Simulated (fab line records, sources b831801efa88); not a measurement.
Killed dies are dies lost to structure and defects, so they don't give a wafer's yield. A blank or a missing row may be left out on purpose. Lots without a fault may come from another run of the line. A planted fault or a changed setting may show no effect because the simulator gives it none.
fab line records | flow gf180mcu
record lots=11 wafers=33 last_day=34
route steps=602 shown SAB@277 CONTACT@288
lots that met no fault: from a run of the same line without faults
start_h: hours from the record's first day to the start of the lot's first wafer shown | wait_h: hours since the lot's step before | " the same as in the row above | L1.1+2: a row that stands for several wafers | - no value, or no start given | * or withheld: withheld | < > ~ a bound
route shown NAME@n: a module of which the file shows steps, and the number in the route of the first | usual: mean/standard deviation of fault-free wafers | same: alike in all rows | chamber/n: place in a boat | sites: the reading at each site | _std_site: their standard deviation | _edge_site: outer sites' mean less inner sites' | radius_mm: how far each site lies from the wafer's centre | mask NAME#n: copy n | behind: the tool/chamber that last shaped the wafer | hold: why the lot was held/for how many hours/how that ended | device: the transistor (n, p or np) that didn't switch | end of line: the same wafers' tests at the end of the route | a step without rows: its recipe alone | killed: dies lost to structure and defects at the first sort, not the wafer's yield | map: a wafer's dies, x killed, . not, _ none there
set.NAME: the setting as run; set.NAME@STEP: as run at that earlier step | model.NAME: the simulator's own value behind a step, which no gauge read
steps of the route over a sample of lots; a table a step, a row a wafer
services: from which hour (start_h, from the record's first day; less than 0 if before it) a tool's chamber was out of use, for how many hours, and why
## steps
# step GF_SAB_STRIP_13
# recipe chemistry=O2/N2 power_w=1400 pressure_mtorr=1500 platen_temp_c=250 o2_flow_sccm=3000 n2_flow_sccm=300 overash_fraction=0.5
# usual drypump_motor_current_A=6.1/0.37 heater_power_w=338/23 oes_product_au=0.709/0.0042 strip_time_to_endpoint_s=12.58/0.038
# columns lot.wafer tool chamber start_h wait_h drypump_motor_current_A heater_power_w oes_product_au rf_hours_counter_h strip_time_to_endpoint_s
L156.1 plasma_asher-01 1 370.85 0.0 6.2 322 0.709 69 12.55
L156.2 " 0 " " 6.3 352 0.712 69 12.58
L156.3 " 0 " " 6.3 346 0.711 - 12.58
L158.1 plasma_asher-02 1 387.05 0.0 5.8 329 0.714 28 12.64
L158.4 " 0 " " 5.6 370 0.709 - 12.62
L158.5 " 0 " " 5.6 375 0.705 - 12.58
L159.1 plasma_asher-01 1 398.99 0.0 6.2 325 0.713 72 12.58
L159.4 " 1 " " 6.2 314 0.704 - 12.59
L159.5 " 1 " " 6.2 314 0.704 - 12.59
L161.3 plasma_asher-03 1 404.94 0.0 6.5 343 0.707 - 12.54
L161.5 " 1 " " 6.6 342 0.709 - 12.52
L161.6 " 0 " " 6.7 313 0.716 - 12.56
L160.1 plasma_asher-01 0 406.15 0.0 6.3 365 0.710 73 12.59
L160.2 " 1 " " 6.2 315 0.710 73 12.60
L160.3 " 0 " " 6.3 353 0.706 - 12.54
L170.1 plasma_asher-01 0 483.60 0.0 6.3 346 0.708 82 12.61
L170.3 " 1 " " 6.3 325 0.709 - 12.57
L170.6 " 1 " " 6.3 329 0.707 - 12.56
L171.1 plasma_asher-01 1 490.30 0.0 6.3 323 0.705 83 12.59
L171.3 " 1 " " 6.2 314 0.714 - 12.58
L171.6 " 1 " " 6.2 323 0.717 - 12.62
L172.4 plasma_asher-02 0 503.27 0.0 5.6 376 0.710 - 12.61
L172.5 " 0 " " 5.6 372 0.710 - 12.65
L172.6 " 1 " " 5.7 316 0.711 - 12.61
L173.1 plasma_asher-02 1 506.14 0.0 5.8 323 0.710 40 12.52
L173.2 " 0 " " 5.6 379 0.710 40 12.53
L173.6 " 0 " " 5.6 367 0.707 - 12.54
L174.1 plasma_asher-02 0 514.68 0.0 5.6 374 0.717 41 12.62
L174.3 " 1 " " 5.8 312 0.706 - 12.65
L174.4 " 0 " " 5.6 372 0.708 - 12.66
L176.2 plasma_asher-02 0 527.54 0.0 5.6 382 0.708 43 12.57
L176.5 " 0 " " 5.7 382 0.712 - 12.56
L176.6 " 1 " " 5.8 328 0.707 - 12.58
# step GF_CONTACT_THK_MEAS_01
# recipe reads=SiO2_of_CONTACT_CVD_00
# usual CONTACT_CVD_00_THK=299/3.5
# columns lot.wafer tool chamber start_h wait_h CONTACT_CVD_00_THK[nm]
L156.1 film_metro-01 - 371.63 0.0 306
L156.2 " - " " 302
L156.3 " - " " 307
L158.1 film_metro-04 - 387.83 0.0 300
L158.4 " - " " 298
L158.5 " - " " 298
L159.1 film_metro-03 - 399.76 0.0 305
L159.4 " - " " 300
L159.5 " - " " 303
L161.3 film_metro-04 - 405.68 0.0 299
L161.5 " - " " 301
L161.6 " - " " 299
L160.1 film_metro-04 - 406.91 0.0 304
L160.2 " - " " 296
L160.3 " - " " 299
L170.1 film_metro-03 - 484.37 0.0 296
L170.3 " - " " 296
L170.6 " - " " 298
L171.1 film_metro-01 - 491.20 0.0 300
L171.3 " - " " 298
L171.6 " - " " 297
L172.4 film_metro-03 - 504.03 0.0 298
L172.5 " - " " 305
L172.6 " - " " 299
L173.1 film_metro-01 - 506.90 0.0 294
L173.2 " - " " 295
L173.6 " - " " 299
L174.1 film_metro-01 - 515.44 0.0 299
L174.3 " - " " 298
L174.4 " - " " 302
L176.2 film_metro-03 - 528.31 0.0 297
L176.5 " - " " 298
L176.6 " - " " 301
# step GF_CONTACT_BOW_MEAS_05
# recipe mode=bow
# usual CONTACT_BOW=66/6.7
# columns lot.wafer tool chamber start_h wait_h CONTACT_BOW[um]
L156.1 film_metro-03 - 372.12 0.1 72
L156.2 " - " " 63
L156.3 " - " " 67
L158.1 film_metro-01 - 388.32 0.1 70
L158.4 " - " " 76
L158.5 " - " " 63
L159.1 film_metro-03 - 400.31 0.2 66
L159.4 " - " " 71
L159.5 " - " " 66
L161.3 film_metro-04 - 406.21 0.3 66
L161.5 " - " " 70
L161.6 " - " " 64
L160.1 film_metro-01 - 407.40 0.1 72
L160.2 " - " " 61
L160.3 " - " " 64
L170.1 film_metro-03 - 484.90 0.2 80
L170.3 " - " " 76
L170.6 " - " " 61
L171.1 film_metro-04 - 491.69 0.1 67
L171.3 " - " " 70
L171.6 " - " " 59
L172.4 film_metro-03 - 504.57 0.2 74
L172.5 " - " " 67
L172.6 " - " " 58
L173.1 film_metro-03 - 507.39 0.1 61
L173.2 " - " " 63
L173.6 " - " " 65
L174.1 film_metro-04 - 515.93 0.2 61
L174.3 " - " " 74
L174.4 " - " " 67
L176.2 film_metro-03 - 528.81 0.3 54
L176.5 " - " " 73
L176.6 " - " " 66
# step GF_CONTACT_CVD_24
# recipe material=W target_thk_nm=300 time_s=90.339 temp_c=400 pressure_torr=40
# usual heater_power_w=835/99 susceptor_temp_C=400.00/0.22
# columns lot.wafer tool chamber start_h wait_h heater_power_w since_wet_clean_h susceptor_temp_C
L156.1 cvd_w-01 1 396.25 0.0 862 492 399.91
L156.2 " 0 " " 945 492 399.75
L156.3 " 1 " " 847 - 399.64
L158.1 cvd_w-01 0 412.74 0.0 983 509 399.98
L158.4 " 0 " " 966 - 399.89
L158.5 " 0 " " 957 - 399.70
L159.1 cvd_w-01 0 424.84 0.0 1003 521 400.07
L159.4 " 1 " " 873 - 399.83
L159.5 " 0 " " 933 - 399.97
L161.3 cvd_w-01 1 430.84 0.1 860 - 400.14
L161.5 " 1 " " 869 - 400.08
L161.6 " 0 " " 962 - 400.12
L160.1 cvd_w-01 1 431.99 0.0 867 528 400.19
L160.2 " 0 " " 974 528 399.89
L160.3 " 1 " " 856 - 399.67
L170.1 cvd_w-01 1 509.80 0.0 991 606 424.29
L170.3 " 1 " " 986 - 423.81
L170.6 " 1 " " 1012 - 423.83
L171.1 cvd_w-01 1 515.65 0.0 1002 612 424.38
L171.3 " 1 " " 965 - 423.78
L171.6 " 0 " " 1116 - 424.04
L172.4 cvd_w-02 1 528.27 0.1 789 - 400.13
L172.5 " 0 " " 691 - 400.36
L172.6 " 1 " " 770 - 400.13
L173.1 cvd_w-02 0 531.59 0.0 692 128 399.47
L173.2 " 1 " " 781 128 399.75
L173.6 " 1 " " 790 - 400.16
L174.1 cvd_w-02 1 538.94 0.0 766 135 400.41
L174.3 " 1 " " 760 - 399.73
L174.4 " 0 " " 686 - 399.51
L176.2 cvd_w-02 1 552.14 0.0 778 148 399.98
L176.5 " 1 " " 769 - 399.96
L176.6 " 0 " " 702 - 400.15
# step GF_CONTACT_RS_MEAS_25
# recipe thk_meas_gauge=four-point-probe reads=W_of_CONTACT_CVD_24+TiN_of_CONTACT_SPUTTER_23+Ti_of_CONTACT_SPUTTER_22
# usual CONTACT_W_RS=0.379/0.0053
# columns lot.wafer tool chamber start_h wait_h CONTACT_W_RS[ohm/sq]
L156.1 film_metro-01 - 396.35 0.1 0.388
L156.2 " - " " 0.378
L156.3 " - " " 0.384
L158.1 film_metro-04 - 412.84 0.1 0.382
L158.4 " - " " 0.379
L158.5 " - " " 0.379
L159.1 film_metro-01 - 424.94 0.1 0.378
L159.4 " - " " 0.386
L159.5 " - " " 0.379
L161.3 film_metro-03 - 430.94 0.1 0.383
L161.5 " - " " 0.387
L161.6 " - " " 0.382
L160.1 film_metro-03 - 432.09 0.1 0.385
L160.2 " - " " 0.378
L160.3 " - " " 0.381
L170.1 film_metro-04 - 509.90 0.1 0.251
L170.3 " - " " 0.251
L170.6 " - " " 0.250
L171.1 film_metro-01 - 515.75 0.1 0.250
L171.3 " - " " 0.251
L171.6 " - " " 0.250
L172.4 film_metro-04 - 528.40 0.1 0.382
L172.5 " - " " 0.374
L172.6 " - " " 0.388
L173.1 film_metro-01 - 531.69 0.1 0.376
L173.2 " - " " 0.379
L173.6 " - " " 0.381
L174.1 film_metro-04 - 539.04 0.1 0.387
L174.3 " - " " 0.384
L174.4 " - " " 0.377
L176.2 film_metro-01 - 552.26 0.1 0.387
L176.5 " - " " 0.386
L176.6 " - " " 0.375
# step GF_CONTACT_THK_MEAS_26
# recipe thk_meas_gauge=xrf reads=W_of_CONTACT_CVD_24
# usual CONTACT_W_THK=306/5
# columns lot.wafer tool chamber start_h wait_h CONTACT_W_THK[nm]
L156.1 film_metro-01 - 396.47 0.1 298
L156.2 " - " " 303
L156.3 " - " " 299
L158.1 film_metro-04 - 412.96 0.1 303
L158.4 " - " " 305
L158.5 " - " " 306
L159.1 film_metro-01 - 425.06 0.1 307
L159.4 " - " " 298
L159.5 " - " " 305
L161.3 film_metro-03 - 431.04 0.1 305
L161.5 " - " " 301
L161.6 " - " " 308
L160.1 film_metro-03 - 432.21 0.1 306
L160.2 " - " " 312
L160.3 " - " " 311
L170.1 film_metro-04 - 510.02 0.1 456
L170.3 " - " " 457
L170.6 " - " " 460
L171.1 film_metro-01 - 515.87 0.1 460
L171.3 " - " " 460
L171.6 " - " " 459
L172.4 film_metro-04 - 528.49 0.1 305
L172.5 " - " " 311
L172.6 " - " " 301
L173.1 film_metro-01 - 531.81 0.1 310
L173.2 " - " " 306
L173.6 " - " " 303
L174.1 film_metro-04 - 539.16 0.1 302
L174.3 " - " " 304
L174.4 " - " " 309
L176.2 film_metro-01 - 552.37 0.1 300
L176.5 " - " " 303
L176.6 " - " " 310
# step GF_CONTACT_CMP_27
# recipe stop_on=SiO2 down_force_psi=3.5 platen_rpm=60 t_overpolish_s=15 target_thk_nm=0 pad_velocity_m_s=0.94248
# usual motor_current_A=10.8/1 time_to_endpoint_s=75.5/2.8
# columns lot.wafer tool chamber start_h wait_h motor_current_A time_to_endpoint_s
L156.2 cmp-01 2 396.58 0.1 10.0 76.9
L156.3 " 3 " " 12.2 72.2
L156.1 " 0 " " 10.4 76.3
L158.4 cmp-01 2 413.02 0.0 9.8 76.4
L158.1 " 0 " " 11.1 73.5
L158.5 " 2 " " 9.1 75.0
L159.1 cmp-02 1 425.12 0.1 12.4 74.6
L159.4 " 0 " " 11.2 71.5
L159.5 " 2 " " 11.0 79.5
L161.3 cmp-02 2 431.18 0.1 10.6 76.3
L161.6 " 0 " " 10.4 71.5
L161.5 " 1 " " 13.0 70.9
L160.3 cmp-02 1 432.27 0.0 12.7 74.6
L160.1 " 2 " " 10.7 75.6
L160.2 " 3 " " 10.3 74.0
L170.3 cmp-02 3 510.18 0.1 10.4 112.1
L170.1 " 0 " " 11.0 110.9
L170.6 " 1 " " 13.6 110.2
L171.3 cmp-01 0 515.93 0.0 10.5 116.9
L171.1 " 2 " " 9.9 115.2
L171.6 " 0 " " 10.3 118.5
L172.4 cmp-02 2 528.52 0.0 10.7 78.6
L172.5 " 2 " " 11.1 75.2
L172.6 " 3 " " 10.5 68.7
L173.1 cmp-01 1 531.92 0.1 9.9 77.7
L173.2 " 2 " " 9.5 76.2
L173.6 " 1 " " 10.1 76.0
L174.3 cmp-02 2 539.22 0.0 10.5 77.6
L174.4 " 3 " " 10.4 75.7
L174.1 " 1 " " 12.7 68.8
L176.2 cmp-02 1 552.86 0.5 13.9 74.1
L176.6 " 0 " " 10.6 76.4
L176.5 " 1 " " 13.1 73.2
## services
# columns tool chamber start_h hours kind
plasma_asher-01 - 355.91 0.4 repair
cmp-01 - 357.29 0.8 repair
cvd_w-01 0 366.85 11.0 repair
plasma_asher-01 - 377.50 1.4 repair
cvd_w-02 - 390.00 14.0 pm
cvd_w-02 0 390.00 14.0 vent_cycle
cvd_w-02 1 390.00 14.0 vent_cycle
plasma_asher-02 - 392.26 2.4 repair
cvd_w-02 - 404.00 14.6 pm
cvd_w-02 0 404.00 - clean
cvd_w-02 1 404.00 - clean
cmp-02 - 404.21 4.0 pm
cmp-02 - 408.21 - consumable_replace:conditioner
cmp-02 - 408.21 - consumable_replace:pad
cvd_w-01 0 413.27 5.1 repair
cmp-01 - 434.23 2.5 repair
cmp-02 - 440.29 1.1 repair
cmp-02 - 491.18 0.6 repair
cmp-01 - 511.98 0.9 repair
cmp-01 - 524.60 1.3 repair
cmp-02 - 549.07 3.7 repair
## key
first_sign step=GF_CONTACT_CVD_24 reading=susceptor_temp_C direction=up sigmas=99+ usual=* struck=*
effect step=GF_CONTACT_CVD_24 reading=heater_power_w direction=up sigmas=1.8 usual=835 struck=1012
effect step=GF_CONTACT_RS_MEAS_25 reading=CONTACT_W_RS direction=down sigmas=24 usual=0.379 struck=0.251
effect step=GF_CONTACT_THK_MEAS_26 reading=CONTACT_W_THK direction=up sigmas=31 usual=306 struck=459
effect step=GF_CONTACT_CMP_27 reading=time_to_endpoint_s direction=up sigmas=14 usual=* struck=*
met_at GF_CONTACT_CVD_24
struck_lots L170,L171
tester_left_out L170,L171
not_acting_at GF_SAB_STRIP_13,GF_CONTACT_THK_MEAS_01,GF_CONTACT_BOW_MEAS_05
onset_between 431.99 509.80
fault kind=process_parameter_drift tool=cvd_w-01 chamber=- onset_h=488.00 steps=GF_CONTACT_CVD_24 channel=temp_c offset=* shape=step end_h=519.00 acts_in=* stated=*
# tester_left_out: of these lots the tester's yield and bins aren't shown, on N5 and GAA mostly nor the transistor test; their killed dies are dies lost to structure and defects alone, not to doping, threshold or leakage, so they don't give the yield
